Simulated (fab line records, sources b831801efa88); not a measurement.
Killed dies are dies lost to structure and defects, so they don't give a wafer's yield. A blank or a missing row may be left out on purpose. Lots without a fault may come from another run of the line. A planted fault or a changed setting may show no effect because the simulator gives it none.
fab line records | flow sky130
record lots=5 wafers=15 last_day=50
route steps=708 shown POLY_GATE@229 LDD_N@237 LDD_P@255 LDD_HVN@267
lots that met no fault: from a run of the same line without faults
start_h: hours from the record's first day to the start of the lot's first wafer shown | wait_h: hours since the lot's step before | " the same as in the row above | L1.1+2: a row that stands for several wafers | - no value, or no start given | * or withheld: withheld | < > ~ a bound
route shown NAME@n: a module of which the file shows steps, and the number in the route of the first | usual: mean/standard deviation of fault-free wafers | same: alike in all rows | chamber/n: place in a boat | sites: the reading at each site | _std_site: their standard deviation | _edge_site: outer sites' mean less inner sites' | radius_mm: how far each site lies from the wafer's centre | mask NAME#n: copy n | behind: the tool/chamber that last shaped the wafer | hold: why the lot was held/for how many hours/how that ended | device: the transistor (n, p or np) that didn't switch | end of line: the same wafers' tests at the end of the route | a step without rows: its recipe alone | killed: dies lost to structure and defects at the first sort, not the wafer's yield | map: a wafer's dies, x killed, . not, _ none there
set.NAME: the setting as run; set.NAME@STEP: as run at that earlier step | model.NAME: the simulator's own value behind a step, which no gauge read
lots at some steps of the route; a table a step, a row a wafer
services: from which hour (start_h, from the record's first day; less than 0 if before it) a tool's chamber was out of use, for how many hours, and why
## steps
# step SKY_POLY_GATE_ETCH_15
# recipe chemistry=N2/H2 target=BARC ion_energy_ev=200 source_w=500 bias_w=96.25 pressure_mtorr=30 n2_flow_sccm=100 h2_flow_sccm=200 stop_on=SiO2 time_s=118.5 target_depth_a=1100
# usual drypump_motor_current_A=5.5/0.48 oes_product_au=0.716/0.0049 throttle_valve_pct=13.214/0.0094
# columns lot.wafer tool chamber start_h wait_h drypump_motor_current_A oes_product_au rf_hours_counter_h throttle_valve_pct
L715.1 rie_diel-03 1 436.26 0.0 5.6 0.714 14 13.225
L715.4 " 2 " " 4.6 0.720 8 13.206
L715.6 " 2 " " 4.6 0.715 - 13.229
L718.1 rie_diel-03 2 459.80 0.0 4.6 0.720 8 13.217
L718.2 " 1 " " 5.6 0.714 15 13.215
L718.3 " 3 " " 5.9 0.714 12 13.210
L719.3 rie_diel-02 2 472.92 0.0 5.6 0.721 20 13.205
L719.4 " 2 " " 5.5 0.721 - 13.231
L719.5 " 1 " " 5.1 0.717 - 13.207
L720.1 rie_diel-03 1 475.95 0.0 5.6 0.713 15 13.213
L720.3 " 0 " " 5.9 0.714 17 13.211
L720.6 " 1 " " 5.6 0.722 - 13.216
L728.2 rie_diel-01 0 546.72 0.0 6.0 0.718 14 13.227
L728.4 " 0 " " 6.0 0.723 - 13.213
L728.5 " 1 " " 5.7 0.704 - 13.217
# step SKY_POLY_GATE_ETCH_16
# recipe stop_on=poly-Si chemistry=CH3F/O2 target=Si3N4 source_w=400 bias_w=80 pressure_mtorr=25 ch3f_flow_sccm=40 O2_flow_sccm=30 time_s=147.5 target_depth_a=750
# usual drypump_motor_current_A=5.5/0.48 oes_product_au=0.641/0.0053 throttle_valve_pct=10.534/0.009
# columns lot.wafer tool chamber start_h wait_h drypump_motor_current_A oes_product_au rf_hours_counter_h throttle_valve_pct
L715.1 rie_diel-03 1 436.34 0.0 5.6 0.643 14 10.531
L715.4 " 2 " " 4.6 0.638 8 10.543
L715.6 " 2 " " 4.6 0.643 - 10.521
L718.1 rie_diel-03 2 459.88 0.0 4.6 0.643 8 10.539
L718.2 " 1 " " 5.6 0.647 15 10.539
L718.3 " 3 " " 5.8 0.645 13 10.534
L719.3 rie_diel-02 2 473.00 0.0 5.5 0.630 21 10.528
L719.4 " 2 " " 5.5 0.636 - 10.527
L719.5 " 1 " " 5.1 0.632 - 10.522
L720.1 rie_diel-03 1 476.03 0.0 5.6 0.647 15 10.528
L720.3 " 0 " " 5.9 0.634 17 10.540
L720.6 " 1 " " 5.6 0.643 - 10.549
L728.2 rie_diel-01 0 546.80 0.0 6.0 0.644 14 10.547
L728.4 " 0 " " 6.0 0.632 - 10.515
L728.5 " 1 " " 5.7 0.646 - 10.519
# step SKY_POLY_GATE_ETCH_17
# recipe target_depth_nm=180 stop_on=SiO2 over_etch_frac=0.56667 chemistry=HBr/Cl2 target=poly-Si icp_w=400 bias_w=100 pressure_mtorr=10 HBr_flow_sccm=150 Cl2_flow_sccm=50 time_s=70.5
# usual HBr_flow_sccm=149.9/0.47 drypump_motor_current_A=5.7/0.46 oes_product_au=0.989/0.0066 throttle_valve_pct=33.684/0.0099
# columns lot.wafer tool chamber start_h wait_h HBr_flow_sccm drypump_motor_current_A oes_product_au rf_hours_counter_h throttle_valve_pct
L715.1 rie_si-01 2 436.44 0.0 149.9 5.6 0.994 3 33.698
L715.4 " 1 " " 149.5 5.1 0.991 59 33.688
L715.6 " 1 " " 149.8 5.1 1.006 - 33.681
L718.1 rie_si-02 2 459.98 0.0 149.6 6.5 0.987 3 33.693
L718.2 " 0 " " 150.0 5.8 0.981 4 33.674
L718.3 " 3 " " 149.9 6.3 0.984 7 33.676
L719.3 rie_si-01 0 473.10 0.0 150.2 5.5 0.987 4 33.684
L719.4 " 1 " " 149.5 5.1 0.996 60 33.655
L719.5 " 3 " " 149.2 5.3 0.998 - 33.673
L720.1 rie_si-02 3 476.13 0.0 150.2 6.3 0.983 7 33.671
L720.3 " 2 " " 149.6 6.4 0.995 3 33.693
L720.6 " 1 " " 149.1 5.4 0.990 - 33.684
L728.2 rie_si-02 0 546.90 0.0 150.7 5.8 0.998 4 33.673
L728.4 " 0 " " 149.4 5.8 0.994 - 33.678
L728.5 " 2 " " 150.0 6.5 1.000 - 33.683
# step SKY_POLY_GATE_STRIP_18
# recipe chemistry=O2/N2 power_w=1400 pressure_mtorr=1500 platen_temp_c=withheld o2_flow_sccm=3000 n2_flow_sccm=300 overash_fraction=0.5
# step SKY_POLY_GATE_CLEAN_19
# recipe chemistry=SC1/SC2 mix=1:4:20 temp_c=70 time_s=150 dry=n2_spin
# step SKY_POLY_GATE_OXIDATION_20
# recipe temp_c=850 ambient=O2 stabilise_s=600 purge_s=300 target_thk_a=40 ox_time_s=899
# step SKY_POLY_GATE_THK_MEAS_21
# recipe reads=SiO2_of_POLY_GATE_OXIDATION_20
# usual POLY_GATE_OXIDATION_THK=4.02/0.08
# columns lot.wafer tool chamber start_h wait_h POLY_GATE_OXIDATION_THK[nm]
L715.1 film_metro-04 - 438.51 0.0 4.00
L715.4 " - " " 4.08
L715.6 " - " " 4.05
L718.1 film_metro-01 - 462.11 0.0 4.12
L718.2 " - " " 4.10
L718.3 " - " " 4.13
L719.3 film_metro-04 - 474.58 0.0 3.98
L719.4 " - " " 4.02
L719.5 " - " " 4.01
L720.1 film_metro-01 - 477.59 0.0 3.98
L720.3 " - " " 4.01
L720.6 " - " " 3.98
L728.2 film_metro-02 - 548.46 0.0 3.93
L728.4 " - " " 3.93
L728.5 " - " " 4.00
# step SKY_POLY_GATE_CD_MEAS_22
# usual cd_nm=150.1/2.3
# columns lot.wafer tool chamber start_h wait_h cd_nm
L715.1 cd_sem-01 - 438.57 0.1 146.0
L715.4 " - " " 150.3
L715.6 " - " " 150.3
L718.1 cd_sem-02 - 462.17 0.1 154.0
L718.2 " - " " 151.5
L718.3 " - " " 151.4
L719.3 cd_sem-01 - 474.68 0.1 152.6
L719.4 " - " " 150.2
L719.5 " - " " 150.4
L720.1 cd_sem-01 - 477.65 0.1 154.5
L720.3 " - " " 150.9
L720.6 " - " " 150.9
L728.2 cd_sem-01 - 548.54 0.1 152.1
L728.4 " - " " 150.5
L728.5 " - " " 151.7
# step SKY_LDD_N_DEHYDRATE_00
# recipe temp_c=200 time_s=60
# step SKY_LDD_N_HMDS_01
# recipe prime_time_s=60 prime_temp_c=120
# step SKY_LDD_N_COAT_02
# recipe resist=NOVOLAK spin_rpm=3000 resist_thk_nm=300
# step SKY_LDD_N_SOFTBAKE_03
# recipe temp_c=90 time_s=60 resist=NOVOLAK
# step SKY_LDD_N_EXPOSE_04
# recipe mask_id=NTM target_cd_nm=840 na=0.6 source_shape=conventional sigma_outer=0.6 dose_mj=110
# columns lot.wafer tool chamber start_h wait_h mask
L715.1+4+6 iline_stepper-02 0 454.03 - NTM#0
L718.1+2+3 iline_stepper-02 0 477.64 - NTM#0
L719.3+4+5 iline_stepper-02 0 490.63 - PSDM#0
L720.1+3+6 iline_stepper-01 0 493.27 - NTM#0
L728.2+4+5 iline_stepper-01 0 564.98 - NTM#0
# step SKY_LDD_N_PEB_05
# recipe temp_c=withheld time_s=* resist=NOVOLAK
# step SKY_LDD_N_DEVELOP_06
# recipe develop_time_s=60 dev_temp_c=23
# step SKY_LDD_N_OVL_MEAS_07
# usual LDD_N_OVL=0.9/1.3
# columns lot.wafer tool chamber start_h wait_h LDD_N_OVL[nm]
L715.1 overlay-01 - 469.91 0.1 1.5
L715.4 " - " " 0.1
L715.6 " - " " 3.1
L718.1 overlay-01 - 492.83 0.1 1.9
L718.2 " - " " 1.7
L718.3 " - " " 0.9
L719.3 overlay-01 - 505.34 0.1 -
L719.4 " - " " -
L719.5 " - " " -
L720.1 overlay-01 - 507.71 0.1 0.9
L720.3 " - " " 2.1
L720.6 " - " " 2.4
L728.2 overlay-02 - 578.40 0.1 0.7
L728.4 " - " " 0.6
L728.5 " - " " 2.2
# step SKY_LDD_N_IMPLANT_08
# recipe species=As energy_kev=20 dose_cm2=7.5e+13 tilt_deg=withheld rotation_deg=23
# step SKY_LDD_N_IMPLANT_09
# recipe species=As energy_kev=20 dose_cm2=7.5e+13 tilt_deg=withheld rotation_deg=113
# step SKY_LDD_N_IMPLANT_10
# recipe species=As energy_kev=20 dose_cm2=7.5e+13 tilt_deg=withheld rotation_deg=203
# step SKY_LDD_N_IMPLANT_11
# recipe species=As energy_kev=20 dose_cm2=7.5e+13 tilt_deg=withheld rotation_deg=293
# step SKY_LDD_N_IMPLANT_12
# recipe species=BF2 energy_kev=50 dose_cm2=5e+12 tilt_deg=30 rotation_deg=0
# step SKY_LDD_N_IMPLANT_13
# recipe species=BF2 energy_kev=50 dose_cm2=5e+12 tilt_deg=30 rotation_deg=90
# step SKY_LDD_N_IMPLANT_14
# recipe species=BF2 energy_kev=50 dose_cm2=5e+12 tilt_deg=30 rotation_deg=180
# step SKY_LDD_N_IMPLANT_15
# recipe species=BF2 energy_kev=50 dose_cm2=5e+12 tilt_deg=30 rotation_deg=270
# step SKY_LDD_N_STRIP_16
# recipe chemistry=O2/N2 power_w=1400 pressure_mtorr=1500 platen_temp_c=withheld o2_flow_sccm=3000 n2_flow_sccm=300 overash_fraction=0.5
# usual drypump_motor_current_A=6.2/0.45 oes_product_au=0.407/0.0049 strip_time_to_endpoint_s=4.308/0.014
# columns lot.wafer tool chamber start_h wait_h drypump_motor_current_A oes_product_au rf_hours_counter_h strip_time_to_endpoint_s
L715.1 plasma_asher-02 1 471.15 0.1 6.2 0.414 64 4.305
L715.4 " 1 " " 6.2 0.404 - 4.311
L715.6 " 1 " " 6.2 0.408 - 4.330
L718.1 plasma_asher-02 1 494.07 0.1 6.2 0.415 67 4.311
L718.2 " 0 " " 6.3 0.394 67 4.311
L718.3 " 1 " " 6.2 0.410 - 4.320
L719.3 plasma_asher-03 1 506.60 0.1 6.8 0.412 - 4.339
L719.4 " 0 " " 5.8 0.406 - 4.340
L719.5 " 1 " " 6.8 0.412 - 4.341
L720.1 plasma_asher-01 1 508.95 0.1 6.3 0.410 80 4.309
L720.3 " 1 " " 6.2 0.408 - 4.309
L720.6 " 0 " " 5.5 0.406 - 4.296
L728.2 plasma_asher-02 0 579.63 0.1 6.3 0.415 75 4.318
L728.4 " 0 " " 6.3 0.401 - 4.304
L728.5 " 0 " " 6.3 0.407 - 4.315
# step SKY_LDD_N_TW_MEAS_17
# usual LDD_N_TW=2594/43
# columns lot.wafer tool chamber start_h wait_h LDD_N_TW
L715.1 film_metro-01 - 471.25 0.1 2535
L715.4 " - " " 2551
L715.6 " - " " 2542
L718.1 film_metro-01 - 494.17 0.1 2556
L718.2 " - " " 2552
L718.3 " - " " 2544
L719.3 film_metro-01 - 506.69 0.1 30
L719.4 " - " " 30
L719.5 " - " " 30
L720.1 film_metro-03 - 509.05 0.1 2648
L720.3 " - " " 2646
L720.6 " - " " 2642
L728.2 film_metro-01 - 579.74 0.1 2546
L728.4 " - " " 2544
L728.5 " - " " 2551
# step SKY_LDD_P_DEHYDRATE_00
# recipe temp_c=200 time_s=60
# step SKY_LDD_P_HMDS_01
# recipe prime_time_s=60 prime_temp_c=120
# step SKY_LDD_P_COAT_02
# recipe resist=NOVOLAK spin_rpm=3000 resist_thk_nm=1140
# step SKY_LDD_P_SOFTBAKE_03
# recipe temp_c=90 time_s=60 resist=NOVOLAK
# step SKY_LDD_P_EXPOSE_04
# recipe mask_id=PSDM na=0.6 source_shape=conventional sigma_outer=0.6 polarization=unpolarized target_cd_nm=380 dose_mj=138
# step SKY_LDD_P_PEB_05
# recipe temp_c=withheld time_s=* resist=NOVOLAK
# step SKY_LDD_P_DEVELOP_06
# recipe resist=NOVOLAK developer=TMAH develop_time_s=60 dev_temp_c=24.06
# step SKY_LDD_P_CD_MEAS_07
# recipe target_cd_nm=380
# usual cd_nm=380.6/2.4
# columns lot.wafer tool chamber start_h wait_h cd_nm
L715.1 cd_sem-02 - 502.05 0.1 382.8
L715.4 " - " " 381.7
L715.6 " - " " 380.9
L718.1 cd_sem-01 - 524.70 0.1 382.4
L718.2 " - " " 383.9
L718.3 " - " " 386.3
L719.3 cd_sem-02 - 536.67 0.1 383.3
L719.4 " - " " 381.6
L719.5 " - " " 380.8
L720.1 cd_sem-01 - 539.05 0.1 382.7
L720.3 " - " " 383.4
L720.6 " - " " 383.7
L728.2 cd_sem-02 - 609.02 0.1 380.6
L728.4 " - " " 378.6
L728.5 " - " " 375.9
# step SKY_LDD_P_OVL_MEAS_08
# usual LDD_P_OVL=-0.1/1.3
# columns lot.wafer tool chamber start_h wait_h LDD_P_OVL[nm]
L715.1 overlay-01 - 502.17 0.1 1.6
L715.4 " - " " 0.6
L715.6 " - " " 0.8
L718.1 overlay-01 - 524.82 0.1 -0.8
L718.2 " - " " -2.8
L718.3 " - " " -1.8
L719.3 overlay-01 - 536.76 0.1 1.0
L719.4 " - " " 3.3
L719.5 " - " " 3.5
L720.1 overlay-02 - 539.17 0.1 -1.1
L720.3 " - " " 0.4
L720.6 " - " " -0.3
L728.2 overlay-01 - 609.12 0.1 0.3
L728.4 " - " " 0.3
L728.5 " - " " 0.0
# step SKY_LDD_P_IMPLANT_09
# recipe species=BF2 energy_kev=25 dose_cm2=1.023e+13 tilt_deg=withheld
# step SKY_LDD_P_STRIP_10
# recipe chemistry=O2/N2 power_w=1400 pressure_mtorr=1500 platen_temp_c=withheld o2_flow_sccm=3000 n2_flow_sccm=300 overash_fraction=0.5
# usual drypump_motor_current_A=6.0/0.61 oes_product_au=0.715/0.0046 strip_time_to_endpoint_s=14.18/0.042
# columns lot.wafer tool chamber start_h wait_h drypump_motor_current_A oes_product_au rf_hours_counter_h strip_time_to_endpoint_s
L715.1 plasma_asher-04 1 502.36 0.1 5.4 0.713 40 14.16
L715.4 " 0 " " 5.0 0.718 - 14.14
L715.6 " 0 " " 5.0 0.718 - 14.11
L718.1 plasma_asher-04 0 525.00 0.1 5.0 0.720 42 14.25
L718.2 " 1 " " 5.5 0.709 42 14.25
L718.3 " 1 " " 5.4 0.718 - 14.22
L719.3 plasma_asher-02 0 536.97 0.1 6.2 0.714 - 14.20
L719.4 " 1 " " 6.2 0.721 - 14.22
L719.5 " 1 " " 6.2 0.708 - 14.21
L720.1 plasma_asher-04 0 539.36 0.1 5.0 0.721 44 14.11
L720.3 " 0 " " 5.0 0.713 - 14.09
L720.6 " 0 " " 5.0 0.706 - 14.11
L728.2 plasma_asher-02 1 609.30 0.1 6.2 0.707 79 14.19
L728.4 " 0 " " 6.3 0.710 - 14.23
L728.5 " 0 " " 6.3 0.714 - 14.16
# step SKY_LDD_P_TW_MEAS_11
# usual LDD_P_TW=643/10
# columns lot.wafer tool chamber start_h wait_h LDD_P_TW
L715.1 film_metro-02 - 502.46 0.1 640
L715.4 " - " " 640
L715.6 " - " " 640
L718.1 film_metro-01 - 525.10 0.1 634
L718.2 " - " " 637
L718.3 " - " " 633
L719.3 film_metro-02 - 537.06 0.1 2602
L719.4 " - " " 2597
L719.5 " - " " 2596
L720.1 film_metro-02 - 539.46 0.1 645
L720.3 " - " " 643
L720.6 " - " " 642
L728.2 film_metro-03 - 609.41 0.1 653
L728.4 " - " " 657
L728.5 " - " " 652
# step SKY_LDD_HVN_DEHYDRATE_00
# recipe temp_c=200 time_s=60
## services
# columns tool chamber start_h hours kind
plasma_asher-01 - 414.34 14.6 pm
plasma_asher-03 - 421.25 9.0 pm
rie_diel-01 2 422.46 1.4 repair
rie_si-02 1 423.92 6.7 repair
plasma_asher-02 - 439.47 21.2 repair
plasma_asher-01 - 453.33 28.1 pm
iline_stepper-02 - 465.72 2.1 pm
iline_stepper-02 - 467.81 - consumable_replace:lamp
rie_si-02 - 471.14 0.2 repair
iline_stepper-01 - 485.93 1.7 pm
rie_diel-03 - 491.76 2.8 pm
rie_diel-03 1 514.22 47.6 repair
rie_diel-01 2 515.14 32.6 repair
rie_diel-03 2 523.45 2.3 repair
iline_stepper-02 - 524.72 1.7 pm
rie_si-02 1 537.69 - clean
rie_si-02 1 537.69 21.5 scheduled_down
rie_si-02 1 537.69 21.5 vent_cycle
rie_si-02 - 567.63 14.3 repair
plasma_asher-01 - 578.55 27.1 pm
rie_diel-02 0 585.36 3.8 repair
rie_diel-03 3 594.02 6.8 repair
rie_si-02 - 605.95 0.5 repair
rie_diel-03 2 608.93 3.3 repair
## key
first_sign step=SKY_LDD_N_EXPOSE_04 reading=mask direction=changed
effect step=SKY_LDD_N_OVL_MEAS_07 reading=LDD_N_OVL direction=missing
effect step=SKY_LDD_N_TW_MEAS_17 reading=LDD_N_TW direction=down sigmas=59 usual=2594 struck=30
effect step=SKY_LDD_P_TW_MEAS_11 reading=LDD_P_TW direction=up sigmas=99+ usual=643 struck=2598
met_at SKY_LDD_N_EXPOSE_04
struck_wafers L719.3,L719.4,L719.5
sort_left_out L719.3,L719.4,L719.5
tester_left_out L719
onset_between 477.64 490.63
fault kind=wrong_mask tool=any chamber=- onset_h=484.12 steps=SKY_LDD_N_EXPOSE_04 aux_copy=PSDM#0 scope=struck_lots_only
# tester_left_out: of these lots the tester's yield and bins aren't shown, on N5 and GAA mostly nor the transistor test; their killed dies are dies lost to structure and defects alone, not to doping, threshold or leakage, so they don't give the yield
# sort_left_out: the simulated sort isn't trusted on such a fault, so these wafers' sort isn't shown, and their yield isn't known
